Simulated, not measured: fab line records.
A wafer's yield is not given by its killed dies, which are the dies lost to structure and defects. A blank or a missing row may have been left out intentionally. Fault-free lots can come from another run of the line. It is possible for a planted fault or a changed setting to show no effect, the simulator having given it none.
8D (eight disciplines) problem report, filled in by code + flow gf180mcu + the parts of the form that need people (team, actions taken, sign-off) are left out

1. WHAT IS WRONG
cd nm at GF_V4_CD_MEAS_14 reads a mean of 242.6 nm on 6 wafers of 2 lots; wafers without a fault read 259.6 nm with a standard deviation of 1.3. That puts it -13 standard deviations away from the usual mean.
The step: target cd 260 nm.
First seen on wafer L616.1, day 30 04:18, on cd sem-02. At this step, 36 wafers from 12 lots have a number in the record. Rule for "out", or "out of limits": more than 4 standard deviations from the usual mean. The rest of the wafers with a number are treated as sound.

2. WHAT IT IS, WHAT IT ISN'T
| question                    | is                     | is not                                                                    |
|-----------------------------|------------------------|---------------------------------------------------------------------------|
| which readings at this step | cd nm                  | -                                                                         |
| which lots                  | L616, L619             | L598, L601, L602, L603, L604, L606, L608, L609, L620, L621                |
| which wafers of those lots  | all that have a number | -                                                                         |
| read on which gauges        | cd sem-02              | cd sem-01                                                                 |
| when                        | from day 30 04:18      | up to then (24 sound wafers); but 6 sound wafers of L620, L621 came after |

3. WHAT RULES OUT EACH SUSPECT
Counting: a tool at any process step up to the reading remains a suspect when it ran all the lots that are out and ran no sound lot after the first of those.
- the gauge at GF_V4_CD_MEAS_14 is ruled out. All the wafers that are out were read on cd sem-02, but those of them that GF_V4_EXPOSE_11 has rows for are out there too, on other tools.
- krf scanner-01 at GF_V4_EXPOSE_11 (exposes mask Via4, target cd 260 nm): kept. Every lot that is out went through it, starting with L616 (day 29 18:45), and after that it ran no sound lot; the last sound lot it ran before then is L609 (day 27 18:11). On those wafers its own readings are out: exposure dose mJ cm2.
The count leaves krf scanner-01 at GF_V4_EXPOSE_11.

4. THE CAUSE (what the simulator had put in)
Process parameters drifting: krf scanner-01 at GF_V4_EXPOSE_11, beginning at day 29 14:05. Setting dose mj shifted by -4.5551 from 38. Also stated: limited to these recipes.
Only this tool survived the counting.

5. SEQUENCE OF EFFECTS, ordered by route
Rows list readings where the struck wafers' mean (over those with a number) sits beyond 3 standard deviations from the usual. Scope: only readings with a usual standard deviation given in the record; hours: median across lots of the time from each lot's start at the first step in this table that gives one to its start at this step; sigmas: change in usual standard deviations.
| hours | step             | reading              | usual    | on struck wafers | change | sigmas      |
|-------|------------------|----------------------|----------|------------------|--------|-------------|
| 0     | GF_V4_EXPOSE_11  | exposure dose mJ cm2 | 37.82    | 33.74            | -4.08  | -99 or more |
| 9     | GF_V4_CD_MEAS_14 | cd nm                | 259.6 nm | 242.6            | -17.0  | -13         |
The process steps in it:
- GF_V4_EXPOSE_11: exposes mask Via4, target cd 260 nm.

6. HOW IT WOULD HAVE BEEN CAUGHT EARLIER
Counted from the fault's start at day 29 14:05, it took 14 hours until the first out-of-limits reading at a measuring or inspecting step in this record, taken at day 30 04:18.
At GF_V4_EXPOSE_11, the tool's own readings (exposure dose mJ cm2) were out on each struck wafer the step has a row for, so an alarm limit on them would have fired on the first such wafer.
Among the 2 lots that are out, L619 began GF_V4_EXPOSE_11 on krf scanner-01 after day 30 04:18. A hold on the tool at that time would have spared it.
